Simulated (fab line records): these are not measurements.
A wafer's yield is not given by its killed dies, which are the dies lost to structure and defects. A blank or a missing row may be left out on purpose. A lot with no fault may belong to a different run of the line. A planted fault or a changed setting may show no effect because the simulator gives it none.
Which tool did it? | flow sky130 | 36 wafers from 12 lots sampled at 4 of the route's 708 steps

== WHAT EACH GAUGE READ, for each wafer ==
SKY_METAL2_THK_MEAS_06: measures by xrf.
lot  | measured     | on            | METAL2_ALCU_THK (nm)
L295 | day 34 07:59 | film-metro-04 | 248 251 250
L296 | day 34 16:09 | film-metro-01 | 248 250 252
L297 | day 35 09:02 | film-metro-01 | 243 244 246
L298 | day 35 10:46 | film-metro-04 | 249 248 249
L299 | day 35 13:38 | film-metro-04 | 255 258 255
L300 | day 36 04:02 | film-metro-02 | 249 247 248
L301 | day 36 06:07 | film-metro-02 | 254 254 248
L306 | day 38 05:12 | film-metro-01 | 251 251 243
L309 | day 38 13:13 | film-metro-01 | 248 247 248
L312 | day 39 14:41 | film-metro-01 | 243 243 250
L313 | day 39 17:34 | film-metro-01 | 246 251 243
L314 | day 40 05:34 | film-metro-01 | 255 253 253

SKY_METAL2_OVL_MEAS_16.
lot  | measured     | on         | METAL2_OVL (nm)
L295 | day 35 11:34 | overlay-01 | 8 4 11
L296 | day 35 18:34 | overlay-01 | -4 3 -7
L297 | day 36 11:08 | overlay-01 | -5 0 2
L298 | day 36 13:01 | overlay-02 | -10 -12 -6
L299 | day 36 15:46 | overlay-01 | 5 2 1
L300 | day 37 05:35 | overlay-01 | 9 3 7
L301 | day 37 08:31 | overlay-02 | 2 -2 -2
L306 | day 39 06:02 | overlay-01 | 0 -2 -1
L309 | day 39 13:44 | overlay-01 | 0 1 -5
L312 | day 40 15:13 | overlay-02 | -5 -1 2
L313 | day 40 18:16 | overlay-01 | -3 5 -2
L314 | day 41 05:20 | overlay-02 | 4 -2 -2

SKY_VIA2_RS_MEAS_22: a four-point-probe measurement.
lot  | measured     | on            | VIA2_W_RS (ohm/sq)
L295 | day 36 16:16 | film-metro-03 | 0.270 0.274 0.273
L296 | day 36 22:26 | film-metro-03 | 0.268 0.274 0.274
L297 | day 37 15:21 | film-metro-01 | 0.274 0.275 0.267
L298 | day 37 17:50 | film-metro-01 | 0.276 0.269 0.266
L299 | day 37 20:09 | film-metro-01 | 0.277 0.271 0.276
L300 | day 38 09:35 | film-metro-01 | 0.268 0.275 0.277
L301 | day 38 13:10 | film-metro-03 | 0.272 0.278 0.269
L306 | day 40 08:54 | film-metro-03 | 0.270 0.270 0.269
L309 | day 40 17:05 | film-metro-01 | 0.274 0.271 0.275
L312 | day 41 17:54 | film-metro-03 | 0.270 0.274 0.272
L313 | day 41 20:46 | film-metro-02 | 0.278 0.277 0.271
L314 | day 42 07:15 | film-metro-02 | 0.275 0.276 0.272

== TOOL THAT RAN EACH LOT (tool first, then ch and the chambers of the sampled wafers, then the start) ==
lot  | SKY_LI_CONTACT_CMP_24
L295 | cmp-01 ch 1,2,3, day 29 10:56
L296 | cmp-01 ch 0,1,3, day 29 19:28
L297 | cmp-02 ch 0,3, day 30 13:19
L298 | cmp-02 ch 0,1,3, day 30 15:16
L299 | cmp-01 ch 0,1, day 30 18:54
L300 | cmp-01 ch 0,1,3, day 31 10:02
L301 | cmp-02 ch 2,3, day 31 12:13
L306 | cmp-02 ch 0,2,3, day 33 11:55
L309 | cmp-02 ch 2,3, day 33 21:44
L312 | cmp-01 ch 0,1,3, day 35 00:53
L313 | cmp-01 ch 0,2,3, day 35 03:20
L314 | cmp-01 ch 1,2,3, day 35 14:41
- SKY_LI_CONTACT_CMP_24: polishes, stops on PSG, t overpolish 20 s, target thk 0 nm.

== AS READ BY THE TOOLS THEMSELVES (means over the sampled wafers that have a number; for cases with no such wafer, the mark the record gives instead) ==
SKY_LI_CONTACT_CMP_24.
lot  | tool   | motor-current-A (A) | overpolish-run-s (s) | time-to-endpoint-s (s)
L295 | cmp-01 | 11.9                | 19.998               | 93
L296 | cmp-01 | 11.7                | 19.999               | 94
L297 | cmp-02 | 12.5                | 20.003               | 98
L298 | cmp-02 | 11.5                | 20.001               | 94
L299 | cmp-01 | 11.5                | 19.995               | 94
L300 | cmp-01 | 12.0                | 19.996               | 93
L301 | cmp-02 | 10.8                | 20.010               | 90
L306 | cmp-02 | 11.8                | 19.993               | 90
L309 | cmp-02 | 11.3                | 19.998               | 89
L312 | cmp-01 | 11.6                | 20.003               | 96
L313 | cmp-01 | 11.5                | 20.003               | 101
L314 | cmp-01 | 12.2                | 19.999               | 97

== THE ANSWER, worked out from the rows above alone ==
Rule: the lots themselves supply what counts as usual. The widest of any qualifying gaps counts: lots, ordered by their means at a reading, are off when they make up no more than a third of the lots, leave a main group of 4 or more, and stand apart from it by 3 or more times the standard deviation of that group's means. The tables above print the reading to a certain number of digits; a main group whose means all agree to those digits is not used. A lot without any number at a reading at which 4 lots or more have one is off too. The other lots that the step has rows for count as sound. First the gauges in route order, then the tools' own readings, where a lot's mean is used as printed above. The first step at which some lot is off is used, and at that step the reading that is off furthest; a lot without a number counts as furthest.
No lot is off on any of the readings shown, so nothing can be concluded from this.

== WHAT THE SIMULATOR PUT IN ==
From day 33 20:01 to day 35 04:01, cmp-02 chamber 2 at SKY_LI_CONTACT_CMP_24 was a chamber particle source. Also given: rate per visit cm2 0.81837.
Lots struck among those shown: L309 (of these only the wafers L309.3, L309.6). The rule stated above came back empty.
